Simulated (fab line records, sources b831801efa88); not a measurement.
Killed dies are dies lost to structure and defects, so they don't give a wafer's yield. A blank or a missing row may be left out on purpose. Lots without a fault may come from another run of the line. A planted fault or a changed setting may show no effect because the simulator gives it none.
fab line records | flow gf180mcu
record lots=5 wafers=15 last_day=34
route steps=602 shown MIM@514 M5@526 V5@540
lots that met no fault: from a run of the same line without faults
start_h: hours from the record's first day to the start of the lot's first wafer shown | wait_h: hours since the lot's step before | " the same as in the row above | L1.1+2: a row that stands for several wafers | - no value, or no start given | * or withheld: withheld | < > ~ a bound
route shown NAME@n: a module of which the file shows steps, and the number in the route of the first | usual: mean/standard deviation of fault-free wafers | same: alike in all rows | chamber/n: place in a boat | sites: the reading at each site | _std_site: their standard deviation | _edge_site: outer sites' mean less inner sites' | radius_mm: how far each site lies from the wafer's centre | mask NAME#n: copy n | behind: the tool/chamber that last shaped the wafer | hold: why the lot was held/for how many hours/how that ended | device: the transistor (n, p or np) that didn't switch | end of line: the same wafers' tests at the end of the route | a step without rows: its recipe alone | killed: dies lost to structure and defects at the first sort, not the wafer's yield | map: a wafer's dies, x killed, . not, _ none there
set.NAME: the setting as run; set.NAME@STEP: as run at that earlier step | model.NAME: the simulator's own value behind a step, which no gauge read
lots at some steps of the route; a table a step, a row a wafer
services: from which hour (start_h, from the record's first day; less than 0 if before it) a tool's chamber was out of use, for how many hours, and why
## steps
# step GF_MIM_THK_MEAS_11
# recipe thk_meas_gauge=xrf reads=AlCu_of_MIM_SPUTTER_08
# usual MIM_ALCU_THK=199.1/2.5
# columns lot.wafer tool chamber start_h wait_h MIM_ALCU_THK[nm]
L076.1 film_metro-03 - 595.09 0.1 201.0
L076.4 " - " " 199.1
L076.6 " - " " 201.5
L079.1 film_metro-02 - 630.97 0.1 202.8
L079.5 " - " " 201.2
L079.6 " - " " 201.6
L091.4 film_metro-01 - 705.17 0.1 198.1
L091.5 " - " " 196.5
L091.6 " - " " 199.5
L093.1 film_metro-02 - 722.69 0.1 194.8
L093.2 " - " " 196.3
L093.4 " - " " 196.5
L094.1 film_metro-03 - 723.99 0.1 195.7
L094.3 " - " " 196.4
L094.6 " - " " 196.3
# step GF_MIM_DEHYDRATE_12
# recipe temp_c=200 time_s=60
# columns lot.wafer tool chamber start_h wait_h
L076.1+4+6 litho_track-04 0 605.27 10.2
L079.1+5+6 litho_track-02 0 640.20 9.2
L091.4+5+6 litho_track-02 0 714.12 8.9
L093.1+2+4 litho_track-04 0 730.87 8.2
L094.1+3+6 litho_track-02 0 732.40 8.4
# step GF_MIM_HMDS_13
# recipe prime_time_s=60 prime_temp_c=120
# columns lot.wafer tool chamber start_h wait_h
L076.1+4+6 litho_track-04 0 605.42 0.1
L079.1+5+6 litho_track-02 0 640.35 0.1
L091.4+5+6 litho_track-02 0 714.27 0.1
L093.1+2+4 litho_track-04 0 731.02 0.1
L094.1+3+6 litho_track-02 0 732.55 0.1
# step GF_MIM_COAT_14
# recipe resist=NOVOLAK spin_rpm=3000 resist_thk_nm=1000
# columns lot.wafer tool chamber start_h wait_h
L076.1+4+6 litho_track-04 0 605.57 0.1
L079.1+5+6 litho_track-02 0 640.50 0.1
L091.4+5+6 litho_track-02 0 714.42 0.1
L093.1+2+4 litho_track-04 0 731.17 0.1
L094.1+3+6 litho_track-02 0 732.70 0.1
# step GF_MIM_SOFTBAKE_15
# recipe temp_c=90 time_s=60 resist=NOVOLAK
# columns lot.wafer tool chamber start_h wait_h
L076.1+4+6 litho_track-04 0 605.72 0.1
L079.1+5+6 litho_track-02 0 640.65 0.1
L091.4+5+6 litho_track-02 0 714.57 0.1
L093.1+2+4 litho_track-04 0 731.32 0.1
L094.1+3+6 litho_track-02 0 732.85 0.1
# step GF_MIM_EXPOSE_16
# recipe mask_id=FuseTop target_cd_nm=2000 na=0.6 source_shape=conventional sigma_outer=0.6 dose_mj=140
# usual reticle_temp_C=22.99/0.12
# same na=0.6
# columns lot.wafer tool chamber start_h wait_h mask reticle_temp_C
L076.1 iline_stepper-02 0 - - FuseTop#0 22.94
L076.4 " 0 " " FuseTop#0 23.00
L076.6 " 0 " " FuseTop#0 22.95
L079.1 iline_stepper-02 0 - - FuseTop#0 22.88
L079.5 " 0 " " FuseTop#0 22.88
L079.6 " 0 " " FuseTop#0 22.68
L091.4 iline_stepper-01 0 - - FuseTop#0 22.83
L091.5 " 0 " " FuseTop#0 22.94
L091.6 " 0 " " FuseTop#0 22.96
L093.1 iline_stepper-01 0 - - FuseTop#0 22.98
L093.2 " 0 " " FuseTop#0 22.87
L093.4 " 0 " " FuseTop#0 22.89
L094.1 iline_stepper-02 0 - - FuseTop#0 22.72
L094.3 " 0 " " FuseTop#0 22.86
L094.6 " 0 " " FuseTop#0 23.03
# step GF_MIM_PEB_17
# recipe temp_c=withheld time_s=* resist=NOVOLAK
# columns lot.wafer tool chamber start_h wait_h
L076.1+4+6 litho_track-03 0 - -
L079.1+5+6 litho_track-02 0 - -
L091.4+5+6 litho_track-03 0 - -
L093.1+2+4 litho_track-04 0 - -
L094.1+3+6 litho_track-03 0 - -
# step GF_MIM_DEVELOP_18
# recipe develop_time_s=60 dev_temp_c=23
# usual developer_temp_C=22.99/0.1
# columns lot.wafer tool chamber start_h wait_h developer_temp_C
L076.1 litho_track-03 0 616.11 0.1 23.04
L076.4 " 0 " " 23.08
L076.6 " 0 " " 22.94
L079.1 litho_track-02 0 650.25 0.1 22.92
L079.5 " 0 " " 22.93
L079.6 " 0 " " 23.00
L091.4 litho_track-03 0 723.28 0.1 22.81
L091.5 " 0 " " 23.11
L091.6 " 0 " " 23.04
L093.1 litho_track-04 0 739.62 0.1 23.05
L093.2 " 0 " " 23.05
L093.4 " 0 " " 23.19
L094.1 litho_track-03 0 741.46 0.1 22.99
L094.3 " 0 " " 22.99
L094.6 " 0 " " 23.11
# step GF_MIM_METAL_ETCH_19
# recipe chemistry=Cl2/BCl3 mask_material=NOVOLAK stop_on=Si3N4 target_depth_nm=324.5 pressure_mtorr=8 icp_w=800 bias_w=140 Cl2_flow_sccm=80 bcl3_flow_sccm=40 time_s=54.1
# usual bias_w=140.0/0.45 drypump_motor_current_A=5.9/0.47 oes_product_au=0.941/0.0068 throttle_valve_pct=28.284/0.0098
# columns lot.wafer tool chamber start_h wait_h bias_w drypump_motor_current_A oes_product_au rf_hours_counter_h throttle_valve_pct
L076.1 rie_metal-04 0 616.26 0.1 139.7 5.4 0.944 4 28.269
L076.4 " 0 " " 139.4 5.4 0.933 - 28.274
L076.6 " 0 " " 140.1 5.4 0.949 - 28.279
L079.1 rie_metal-02 0 650.40 0.1 139.6 6.5 0.949 3 28.280
L079.5 " 0 " " 139.4 6.5 0.950 - 28.264
L079.6 " 1 " " 140.2 6.2 0.950 - 28.283
L091.4 rie_metal-04 1 723.38 0.1 139.8 5.6 0.937 - 28.289
L091.5 " 1 " " 139.6 5.6 0.937 - 28.299
L091.6 " 0 " " 140.2 5.4 0.936 - 28.284
L093.1 rie_metal-04 0 739.77 0.1 140.2 5.5 0.943 8 28.283
L093.2 " 1 " " 140.5 5.6 0.926 10 28.293
L093.4 " 0 " " 140.1 5.4 0.941 - 28.291
L094.1 rie_metal-02 0 741.61 0.1 139.8 6.5 0.934 7 28.279
L094.3 " 0 " " 140.3 6.5 0.938 - 28.279
L094.6 " 1 " " 140.3 6.2 0.933 - 28.301
# step GF_MIM_STRIP_20
# recipe chemistry=O2/N2 power_w=1400 pressure_mtorr=1500 platen_temp_c=250 o2_flow_sccm=3000 n2_flow_sccm=300 overash_fraction=0.5
# usual drypump_motor_current_A=5.4/0.5 heater_power_w=323/40 oes_product_au=0.691/0.0044 strip_time_to_endpoint_s=11.22/0.039
# columns lot.wafer tool chamber start_h wait_h drypump_motor_current_A heater_power_w oes_product_au rf_hours_counter_h strip_time_to_endpoint_s
L076.1 plasma_asher-03 0 616.33 0.0 5.2 304 0.694 55 11.25
L076.4 " 1 " " 5.7 305 0.686 - 11.28
L076.6 " 1 " " 5.7 312 0.698 - 11.27
L079.1 plasma_asher-03 0 650.47 0.0 5.2 295 0.694 59 11.27
L079.5 " 0 " " 5.2 305 0.696 - 11.26
L079.6 " 1 " " 5.7 314 0.688 - 11.28
L091.4 plasma_asher-03 1 723.46 0.1 5.7 302 0.690 - 11.17
L091.5 " 1 " " 5.7 309 0.690 - 11.15
L091.6 " 0 " " 5.2 303 0.692 - 11.16
L093.1 plasma_asher-01 0 739.84 0.0 4.8 312 0.690 97 11.24
L093.2 " 1 " " 5.4 277 0.688 97 11.23
L093.4 " 0 " " 4.8 318 0.693 - 11.19
L094.1 plasma_asher-01 0 741.68 0.0 4.8 314 0.692 97 11.18
L094.3 " 0 " " 4.8 307 0.700 - 11.20
L094.6 " 0 " " 4.8 310 0.695 - 11.21
# step GF_MIM_STRIP_21
# recipe chemistry=post_etch_residue_remover time_s=1200 temp_c=72.5
# columns lot.wafer tool chamber start_h wait_h
L076.1+4+6 wet_bench-02 3 616.43 0.1
L079.1+5+6 wet_bench-04 3 650.57 0.1
L091.4+5+6 wet_bench-03 1 723.53 0.0
L093.1+2+4 wet_bench-02 1 739.94 0.1
L094.1+3+6 wet_bench-03 3 741.78 0.1
# step GF_MIM_CLEAN_22
# recipe chemistry=DIW dry=n2_spin
# columns lot.wafer tool chamber start_h wait_h
L076.1+4+6 wet_bench-04 1 616.77 0.0
L079.1+5+6 wet_bench-03 1 650.91 0.0
L091.4+5+6 wet_bench-04 2 723.87 0.0
L093.1+2+4 wet_bench-03 1 740.35 0.0
L094.1+3+6 wet_bench-03 1 742.12 0.0
# step GF_M5_DEHYDRATE_00
# recipe temp_c=200 time_s=60
# columns lot.wafer tool chamber start_h wait_h
L076.1+4+6 litho_track-04 0 626.47 9.6
L079.1+5+6 litho_track-03 0 660.41 9.4
L091.4+5+6 litho_track-04 0 731.90 7.9
L093.1+2+4 litho_track-03 0 748.56 8.1
L094.1+3+6 litho_track-03 0 750.16 7.9
# step GF_M5_HMDS_01
# recipe prime_time_s=60 prime_temp_c=120
# columns lot.wafer tool chamber start_h wait_h
L076.1+4+6 litho_track-04 0 626.62 0.1
L079.1+5+6 litho_track-03 0 660.56 0.1
L091.4+5+6 litho_track-04 0 732.05 0.1
L093.1+2+4 litho_track-03 0 748.71 0.1
L094.1+3+6 litho_track-03 0 750.31 0.1
# step GF_M5_COAT_02
# recipe resist=KrF spin_rpm=withheld resist_thk_nm=1000
# columns lot.wafer tool chamber start_h wait_h
L076.1+4+6 litho_track-04 0 626.77 0.1
L079.1+5+6 litho_track-03 0 660.71 0.1
L091.4+5+6 litho_track-04 0 732.20 0.1
L093.1+2+4 litho_track-03 0 748.86 0.1
L094.1+3+6 litho_track-03 0 750.46 0.1
# step GF_M5_SOFTBAKE_03
# recipe temp_c=131.1 time_s=60 resist=KrF
# columns lot.wafer tool chamber start_h wait_h
L076.1+4+6 litho_track-04 0 626.92 0.1
L079.1+5+6 litho_track-03 0 660.86 0.1
L091.4+5+6 litho_track-04 0 732.35 0.1
L093.1+2+4 litho_track-03 0 749.01 0.1
L094.1+3+6 litho_track-03 0 750.61 0.1
# step GF_M5_EXPOSE_04
# recipe mask_id=Metal5 target_cd_nm=280 na=0.68 source_shape=conventional sigma_outer=0.6 dose_mj=28
# usual reticle_temp_C=23.00/0.094
# same na=0.68
# columns lot.wafer tool chamber start_h wait_h mask reticle_temp_C
L076.1 krf_scanner-01 0 - - Metal5#0 22.99
L076.4 " 0 " " Metal5#0 22.85
L076.6 " 0 " " Metal5#0 22.97
L079.1 krf_scanner-01 0 - - Metal5#0 23.08
L079.5 " 0 " " Metal5#0 23.04
L079.6 " 0 " " Metal5#0 22.96
L091.4 krf_scanner-02 0 - - Metal5#0 23.15
L091.5 " 0 " " Metal5#0 23.13
L091.6 " 0 " " Metal5#0 22.89
L093.1 krf_scanner-02 0 - - Metal5#0 22.91
L093.2 " 0 " " Metal5#0 22.99
L093.4 " 0 " " Metal5#0 23.02
L094.1 krf_scanner-02 0 - - Metal5#0 22.94
L094.3 " 0 " " Metal5#0 22.87
L094.6 " 0 " " Metal5#0 22.85
# step GF_M5_PEB_05
# recipe peb_temp_c=135 peb_time_s=90 resist=KrF
# columns lot.wafer tool chamber start_h wait_h
L076.1+4+6 litho_track-03 0 - -
L079.1+5+6 litho_track-04 0 - -
L091.4+5+6 litho_track-04 0 - -
L093.1+2+4 litho_track-01 0 - -
L094.1+3+6 litho_track-04 0 - -
# step GF_M5_DEVELOP_06
# recipe develop_time_s=60 dev_temp_c=21
# usual developer_temp_C=21.04/0.11
# columns lot.wafer tool chamber start_h wait_h developer_temp_C
L076.1 litho_track-03 0 637.06 0.2 21.22
L076.4 " 0 " " 21.22
L076.6 " 0 " " 21.04
L079.1 litho_track-04 0 669.82 0.2 20.95
L079.5 " 0 " " 21.09
L079.6 " 0 " " 21.12
L091.4 litho_track-04 0 741.25 0.1 21.08
L091.5 " 0 " " 21.01
L091.6 " 0 " " 21.05
L093.1 litho_track-01 0 757.47 0.2 21.00
L093.2 " 0 " " 21.00
L093.4 " 0 " " 21.03
L094.1 litho_track-04 0 758.67 0.2 21.00
L094.3 " 0 " " 21.12
L094.6 " 0 " " 21.14
# step GF_M5_CD_MEAS_07
# recipe target_cd_nm=280
# usual cd_nm=279.8/1.1
# columns lot.wafer tool chamber start_h wait_h cd_nm
L076.1 cd_sem-01 - 637.21 0.1 281.5
L076.4 " - " " 280.8
L076.6 " - " " 282.6
L079.1 cd_sem-02 - 669.97 0.1 279.4
L079.5 " - " " 279.0
L079.6 " - " " 279.2
L091.4 cd_sem-01 - 741.38 0.1 281.0
L091.5 " - " " 281.0
L091.6 " - " " 279.7
L093.1 cd_sem-01 - 757.62 0.1 282.2
L093.2 " - " " 281.6
L093.4 " - " " 280.5
L094.1 cd_sem-01 - 758.91 0.2 282.7
L094.3 " - " " 282.3
L094.6 " - " " 280.7
# step GF_M5_OVL_MEAS_08
# usual M5_OVL=3/7.2
# columns lot.wafer tool chamber start_h wait_h M5_OVL[nm]
L076.1 overlay-02 - 637.33 0.1 15
L076.4 " - " " 9
L076.6 " - " " 11
L079.1 overlay-01 - 670.09 0.1 -9
L079.5 " - " " 4
L079.6 " - " " 8
L091.4 overlay-02 - 741.46 0.1 -5
L091.5 " - " " -1
L091.6 " - " " -3
L093.1 overlay-01 - 757.74 0.1 -9
L093.2 " - " " -14
L093.4 " - " " -13
L094.1 overlay-02 - 759.03 0.1 -6
L094.3 " - " " -4
L094.6 " - " " 4
# step GF_M5_ETCH_09
# recipe chemistry=CF4/O2 target=Si3N4 target_depth_nm=52 source_w=800 bias_w=150 pressure_mtorr=150 cf4_flow_sccm=80 O2_flow_sccm=10 time_s=11.6
# usual bias_w=149.9/0.46 drypump_motor_current_A=5.5/0.48 oes_product_au=0.997/0.0078 throttle_valve_pct=5.970/0.0092
# columns lot.wafer tool chamber start_h wait_h bias_w drypump_motor_current_A oes_product_au rf_hours_counter_h throttle_valve_pct
L076.1 rie_diel-04 1 637.36 0.0 150.1 6.2 0.999 2 5.978
L076.4 " 0 " " 150.7 5.0 1.003 - 5.964
L076.6 " 3 " " 150.0 5.2 0.988 - 5.967
L079.1 rie_diel-01 2 670.13 0.0 149.2 5.9 0.994 10 5.980
L079.5 " 2 " " 150.2 5.9 0.995 - 5.952
L079.6 " 3 " " 149.7 6.0 1.008 - 5.980
L091.4 rie_diel-01 3 741.48 0.0 149.9 6.1 0.990 7 5.979
L091.5 " 0 " " 149.8 5.1 1.001 - 5.968
L091.6 " 1 " " 149.5 4.7 0.991 - 5.954
L093.1 rie_diel-03 2 757.78 0.0 150.0 5.8 0.992 21 5.974
L093.2 " 1 " " 150.1 5.7 0.996 17 5.973
L093.4 " 3 " " 151.0 5.4 0.994 12 5.975
L094.1 rie_diel-01 0 759.07 0.0 150.5 5.1 1.006 16 5.973
L094.3 " 2 " " 150.3 5.9 0.987 13 5.990
L094.6 " 1 " " 149.9 4.7 0.997 - 5.984
# step GF_M5_METAL_ETCH_10
# recipe chemistry=Cl2/BCl3 mask_material=KrF target_depth_nm=627.5 stop_on=SiO2 pressure_mtorr=8 icp_w=800 bias_w=140 Cl2_flow_sccm=80 bcl3_flow_sccm=40 time_s=104.6
# usual bias_w=139.9/0.38 drypump_motor_current_A=5.53/0.22 oes_product_au=0.965/0.0062 throttle_valve_pct=28.258/0.01
# columns lot.wafer tool chamber start_h wait_h bias_w drypump_motor_current_A oes_product_au rf_hours_counter_h throttle_valve_pct
L076.1 rie_metal-03 0 637.39 0.0 139.8 5.42 0.961 4.8 28.264
L076.4 " 1 " " 139.7 5.41 0.967 - 28.247
L076.6 " 0 " " 140.3 5.38 0.964 - 28.267
L079.1 rie_metal-03 0 670.15 0.0 139.7 5.38 0.978 5.9 28.271
L079.5 " 1 " " 139.3 5.40 0.973 - 28.251
L079.6 " 0 " " 139.7 5.39 0.960 - 28.265
L091.4 rie_metal-01 1 741.54 0.0 139.5 5.97 0.956 - 28.251
L091.5 " 1 " " 139.7 5.97 0.968 - 28.250
L091.6 " 0 " " 139.8 5.31 0.963 - 28.268
L093.1 rie_metal-01 1 757.80 0.0 138.9 6.00 0.965 10.0 28.270
L093.2 " 0 " " 140.1 5.29 0.959 5.0 28.249
L093.4 " 0 " " 139.5 5.31 0.962 - 28.266
L094.1 rie_metal-01 1 759.09 0.0 140.1 5.97 0.966 10.1 28.262
L094.3 " 0 " " 139.8 5.32 0.973 - 28.270
L094.6 " 0 " " 139.8 5.32 0.964 - 28.249
# step GF_M5_STRIP_11
# recipe chemistry=O2/N2 power_w=1400 pressure_mtorr=1500 platen_temp_c=250 o2_flow_sccm=3000 n2_flow_sccm=300 overash_fraction=0.5
# usual drypump_motor_current_A=5.6/0.61 heater_power_w=339/41 oes_product_au=0.544/0.005 strip_time_to_endpoint_s=7.52/0.039
# columns lot.wafer tool chamber start_h wait_h drypump_motor_current_A heater_power_w oes_product_au rf_hours_counter_h strip_time_to_endpoint_s
L076.1 plasma_asher-02 1 637.50 0.1 6.5 322 0.535 97 7.53
L076.4 " 1 " " 6.5 318 0.543 - 7.53
L076.6 " 0 " " 5.6 338 0.547 - 7.60
L079.1 plasma_asher-01 1 670.26 0.1 5.4 286 0.552 88 7.58
L079.5 " 0 " " 4.8 307 0.548 - 7.59
L079.6 " 1 " " 5.4 283 0.549 - 7.60
L091.4 plasma_asher-04 0 741.65 0.1 5.2 352 0.545 - 7.52
L091.5 " 1 " " 6.4 400 0.542 - 7.55
L091.6 " 0 " " 5.2 356 0.542 - 7.54
L093.1 plasma_asher-04 0 757.91 0.1 5.2 347 0.545 36 7.51
L093.2 " 1 " " 6.4 422 0.551 36 7.50
L093.4 " 0 " " 5.2 352 0.551 - 7.54
L094.1 plasma_asher-02 1 759.21 0.1 6.4 329 0.542 2 7.64
L094.3 " 1 " " 6.4 323 0.551 - 7.61
L094.6 " 0 " " 5.6 357 0.543 - 7.62
# step GF_M5_STRIP_12
# recipe chemistry=post_etch_residue_remover time_s=1200 temp_c=72.5
# columns lot.wafer tool chamber start_h wait_h
L076.1+4+6 wet_bench-02 2 637.60 0.1
L079.1+5+6 wet_bench-04 2 670.36 0.1
L091.4+5+6 wet_bench-04 1 741.71 0.0
L093.1+2+4 wet_bench-02 3 758.01 0.1
L094.1+3+6 wet_bench-01 0 759.31 0.1
# step GF_M5_CLEAN_13
# recipe chemistry=DIW dry=n2_spin
# columns lot.wafer tool chamber start_h wait_h
L076.1+4+6 wet_bench-01 3 637.98 0.0
L079.1+5+6 wet_bench-02 3 670.71 0.0
L091.4+5+6 wet_bench-02 3 742.05 0.0
L093.1+2+4 wet_bench-01 0 758.38 0.0
L094.1+3+6 wet_bench-01 2 759.65 0.0
# step GF_V5_CVD_00
# recipe material=SiO2 target_thk_nm=300 sigma_open_frac=0.3 temp_c=400 time_s=50 sih4_flow_sccm=60 pressure_mtorr=6
# usual susceptor_temp_C=400.01/0.23
# columns lot.wafer tool chamber start_h wait_h susceptor_temp_C
L076.1 hdpcvd-02 0 638.07 0.0 399.61
L076.4 " 0 " " 399.98
L076.6 " 1 " " 399.69
L079.1 hdpcvd-02 0 670.80 0.0 400.13
L079.5 " 0 " " 399.99
L079.6 " 2 " " 400.42
L091.4 hdpcvd-01 0 742.19 0.0 399.78
L091.5 " 2 " " 399.79
L091.6 " 1 " " 400.07
L093.1 hdpcvd-01 0 758.48 0.0 399.82
L093.2 " 2 " " 400.03
L093.4 " 0 " " 400.16
L094.1 hdpcvd-01 0 759.74 0.0 400.10
L094.3 " 2 " " 399.78
L094.6 " 0 " " 400.30
# step GF_V5_THK_MEAS_01
# recipe reads=SiO2_of_V5_CVD_00
# usual V5_CVD_00_THK=299.5/3
# columns lot.wafer tool chamber start_h wait_h V5_CVD_00_THK[nm]
L076.1 film_metro-04 - 638.11 0.0 298.1
L076.4 " - " " 295.6
L076.6 " - " " 301.3
L079.1 film_metro-02 - 670.84 0.0 296.6
L079.5 " - " " 298.1
L079.6 " - " " 298.4
L091.4 film_metro-03 - 742.24 0.0 296.2
L091.5 " - " " 297.9
L091.6 " - " " 299.1
L093.1 film_metro-02 - 758.54 0.0 298.2
L093.2 " - " " 297.0
L093.4 " - " " 297.5
L094.1 film_metro-02 - 759.81 0.0 299.1
L094.3 " - " " 299.5
L094.6 " - " " 300.0
# step GF_V5_CVD_02
# recipe material=SiO2 target_thk_nm=1450 precursor=TEOS temp_c=400 time_s=163.28 rf_w=600
# usual heater_power_w=645/94 susceptor_temp_C=400.01/0.2
# columns lot.wafer tool chamber start_h wait_h heater_power_w susceptor_temp_C
L076.1 pecvd-04 1 638.17 0.1 802 399.81
L076.4 " 1 " " 672 399.75
L076.6 " 0 " " 531 399.96
L079.1 pecvd-01 1 670.90 0.1 602 400.03
L079.5 " 1 " " 505 399.63
L079.6 " 2 " " 648 400.10
L091.4 pecvd-04 2 742.32 0.1 467 399.96
L091.5 " 0 " " 665 399.64
L091.6 " 1 " " 827 399.40
L093.1 pecvd-04 1 758.60 0.1 815 400.21
L093.2 " 0 " " 653 399.99
L093.4 " 0 " " 529 399.64
L094.1 pecvd-04 0 759.87 0.1 676 400.00
L094.3 " 1 " " 697 400.02
L094.6 " 0 " " 525 399.87
# step GF_V5_THK_MEAS_03
# recipe reads=SiO2_of_V5_CVD_02
# usual V5_CVD_02_THK=1456/17
# columns lot.wafer tool chamber start_h wait_h V5_CVD_02_THK[nm]
L076.1 film_metro-03 - 638.28 0.1 1420
L076.4 " - " " 1451
L076.6 " - " " 1452
L079.1 film_metro-03 - 671.06 0.1 1425
L079.5 " - " " 1451
L079.6 " - " " 1457
L091.4 film_metro-04 - 742.40 0.0 1496
L091.5 " - " " 1464
L091.6 " - " " 1472
L093.1 film_metro-03 - 758.71 0.1 1447
L093.2 " - " " 1447
L093.4 " - " " 1461
L094.1 film_metro-03 - 759.97 0.1 1440
L094.3 " - " " 1438
L094.6 " - " " 1459
# step GF_V5_CMP_04
# recipe material=SiO2 down_force_psi=4 platen_rpm=60 pad_velocity_m_s=0.94248
# usual head_pressure_psi=4.000/0.0082 motor_current_A=12.1/1.5
# columns lot.wafer tool chamber start_h wait_h head_pressure_psi motor_current_A
L076.1 cmp-02 2 638.46 0.2 4.003 14.6
L076.4 " 3 " " 3.992 9.7
L076.6 " 2 " " 4.011 14.0
L079.1 cmp-02 2 671.22 0.1 4.013 15.1
L079.6 " 0 " " 4.004 12.4
L079.5 " 1 " " 4.007 10.8
L091.4 cmp-02 1 742.48 0.1 4.002 10.7
L091.5 " 0 " " 4.006 12.0
L091.6 " 1 " " 3.996 10.8
L093.4 cmp-02 0 758.77 0.0 3.982 12.9
L093.1 " 2 " " 4.009 14.8
L093.2 " 3 " " 4.008 10.4
L094.3 cmp-01 3 760.13 0.1 4.003 10.8
L094.1 " 0 " " 4.004 12.6
L094.6 " 1 " " 4.006 10.4
# step GF_V5_BOW_MEAS_05
# recipe mode=bow
# usual V5_BOW=136/9.2
# columns lot.wafer tool chamber start_h wait_h V5_BOW[um]
L076.1 film_metro-03 - 638.71 0.2 133
L076.4 " - " " 126
L076.6 " - " " 135
L079.1 film_metro-03 - 671.42 0.1 132
L079.5 " - " " 132
L079.6 " - " " 144
L091.4 film_metro-04 - 742.79 0.3 144
L091.5 " - " " 138
L091.6 " - " " 136
L093.1 film_metro-03 - 759.07 0.1 105
L093.2 " - " " 125
L093.4 " - " " 116
L094.1 film_metro-02 - 760.33 0.1 129
L094.3 " - " " 129
L094.6 " - " " 127
# step GF_V5_DEHYDRATE_06
# recipe temp_c=200 time_s=60
# columns lot.wafer tool chamber start_h wait_h
L076.1+4+6 litho_track-02 0 648.00 9.3
L079.1+5+6 litho_track-02 0 680.65 9.2
L091.4+5+6 litho_track-02 0 750.92 8.1
L093.1+2+4 litho_track-04 0 766.72 7.6
L094.1+3+6 litho_track-01 0 768.37 8.0
# step GF_V5_HMDS_07
# recipe prime_time_s=60 prime_temp_c=120
# columns lot.wafer tool chamber start_h wait_h
L076.1+4+6 litho_track-02 0 648.15 0.1
L079.1+5+6 litho_track-02 0 680.80 0.1
L091.4+5+6 litho_track-02 0 751.07 0.1
L093.1+2+4 litho_track-04 0 766.87 0.1
L094.1+3+6 litho_track-01 0 768.52 0.1
# step GF_V5_COAT_08
# recipe resist=BARC temp_c=withheld time_s=withheld spin_rpm=withheld resist_thk_nm=withheld
# columns lot.wafer tool chamber start_h wait_h
L076.1+4+6 litho_track-02 0 648.30 0.1
L079.1+5+6 litho_track-02 0 680.95 0.1
L091.4+5+6 litho_track-02 0 751.22 0.1
L093.1+2+4 litho_track-04 0 767.02 0.1
L094.1+3+6 litho_track-01 0 768.67 0.1
# step GF_V5_COAT_09
# recipe resist=KrF spin_rpm=withheld resist_thk_nm=1000
# columns lot.wafer tool chamber start_h wait_h
L076.1+4+6 litho_track-02 0 - -
L079.1+5+6 litho_track-02 0 - -
L091.4+5+6 litho_track-02 0 - -
L093.1+2+4 litho_track-04 0 - -
L094.1+3+6 litho_track-01 0 - -
# step GF_V5_SOFTBAKE_10
# recipe temp_c=130 time_s=60 resist=KrF
# columns lot.wafer tool chamber start_h wait_h
L076.1+4+6 litho_track-02 0 - -
L079.1+5+6 litho_track-02 0 - -
L091.4+5+6 litho_track-02 0 - -
L093.1+2+4 litho_track-04 0 - -
L094.1+3+6 litho_track-01 0 - -
# step GF_V5_EXPOSE_11
# recipe mask_id=Via5 target_cd_nm=260 na=0.68 source_shape=conventional sigma_outer=0.6 dose_mj=38
# usual reticle_temp_C=23.01/0.1
# same na=0.68
# columns lot.wafer tool chamber start_h wait_h mask reticle_temp_C
L076.1 krf_scanner-02 0 - - Via5#0 23.05
L076.4 " 0 " " Via5#0 23.10
L076.6 " 0 " " Via5#0 23.11
L079.1 krf_scanner-02 0 - - Via5#0 23.05
L079.5 " 0 " " Via5#0 23.05
L079.6 " 0 " " Via5#0 22.96
L091.4 krf_scanner-02 0 - - Via5#0 22.95
L091.5 " 0 " " Via5#0 23.04
L091.6 " 0 " " Via5#0 23.03
L093.1 krf_scanner-01 0 - - Via5#0 23.02
L093.2 " 0 " " Via5#0 22.97
L093.4 " 0 " " Via5#0 23.02
L094.1 krf_scanner-01 0 - - Via5#0 22.99
L094.3 " 0 " " Via5#0 23.00
L094.6 " 0 " " Via5#0 22.86
# step GF_V5_PEB_12
# recipe peb_temp_c=135 peb_time_s=90 resist=KrF
# columns lot.wafer tool chamber start_h wait_h
L076.1+4+6 litho_track-04 0 - -
L079.1+5+6 litho_track-01 0 - -
L091.4+5+6 litho_track-02 0 - -
L093.1+2+4 litho_track-02 0 - -
L094.1+3+6 litho_track-04 0 - -
# step GF_V5_DEVELOP_13
# recipe develop_time_s=60 resist=KrF dev_temp_c=21
# usual developer_temp_C=21.02/0.11
# columns lot.wafer tool chamber start_h wait_h developer_temp_C
L076.1 litho_track-04 0 658.67 0.2 21.29
L076.4 " 0 " " 21.19
L076.6 " 0 " " 21.04
L079.1 litho_track-01 0 690.22 0.2 21.22
L079.5 " 0 " " 21.04
L079.6 " 0 " " 21.06
L091.4 litho_track-02 0 759.67 0.1 20.97
L091.5 " 0 " " 21.01
L091.6 " 0 " " 21.04
L093.1 litho_track-02 0 775.39 0.2 21.00
L093.2 " 0 " " 20.84
L093.4 " 0 " " 20.99
L094.1 litho_track-04 0 776.92 0.2 21.11
L094.3 " 0 " " 21.29
L094.6 " 0 " " 21.08
# step GF_V5_CD_MEAS_14
# recipe target_cd_nm=260
# usual cd_nm=260.7/1
# columns lot.wafer tool chamber start_h wait_h cd_nm
L076.1 cd_sem-01 - 658.82 0.1 260.7
L076.4 " - " " 260.9
L076.6 " - " " 261.8
L079.1 cd_sem-02 - 690.37 0.1 260.0
L079.5 " - " " 260.4
L079.6 " - " " 259.7
L091.4 cd_sem-01 - 759.80 0.1 261.0
L091.5 " - " " 261.6
L091.6 " - " " 261.7
L093.1 cd_sem-01 - 775.54 0.1 260.6
L093.2 " - " " 260.5
L093.4 " - " " 261.0
L094.1 cd_sem-01 - 777.07 0.1 261.1
L094.3 " - " " 260.8
L094.6 " - " " 261.2
## services
# columns tool chamber start_h hours kind
pecvd-04 - 588.78 0.5 repair
cmp-02 - 593.12 4.0 pm
krf_scanner-01 - 595.47 1.3 pm
plasma_asher-01 - 603.40 5.0 repair
iline_stepper-02 - 611.65 2.6 repair
cmp-02 - 623.57 1.5 repair
krf_scanner-01 - 628.81 3.6 pm
wet_bench-03 - 634.97 6.6 repair
wet_bench-04 - 664.37 1.6 repair
krf_scanner-02 - 668.67 1.0 pm
krf_scanner-01 - 671.91 1.0 pm
krf_scanner-02 - 678.48 0.6 repair
krf_scanner-01 - 685.57 0.8 pm
cmp-02 - 691.30 1.6 repair
krf_scanner-02 - 698.54 0.8 pm
krf_scanner-02 - 708.14 2.9 repair
krf_scanner-01 - 720.32 9.2 repair
krf_scanner-01 - 725.14 1.0 repair
cmp-02 - 726.37 4.6 repair
krf_scanner-02 - 729.47 1.3 pm
krf_scanner-02 - 737.07 2.6 repair
krf_scanner-01 - 743.59 8.2 repair
pecvd-04 - 761.22 1.6 repair
krf_scanner-01 - 771.37 1.3 pm
## key
fault none
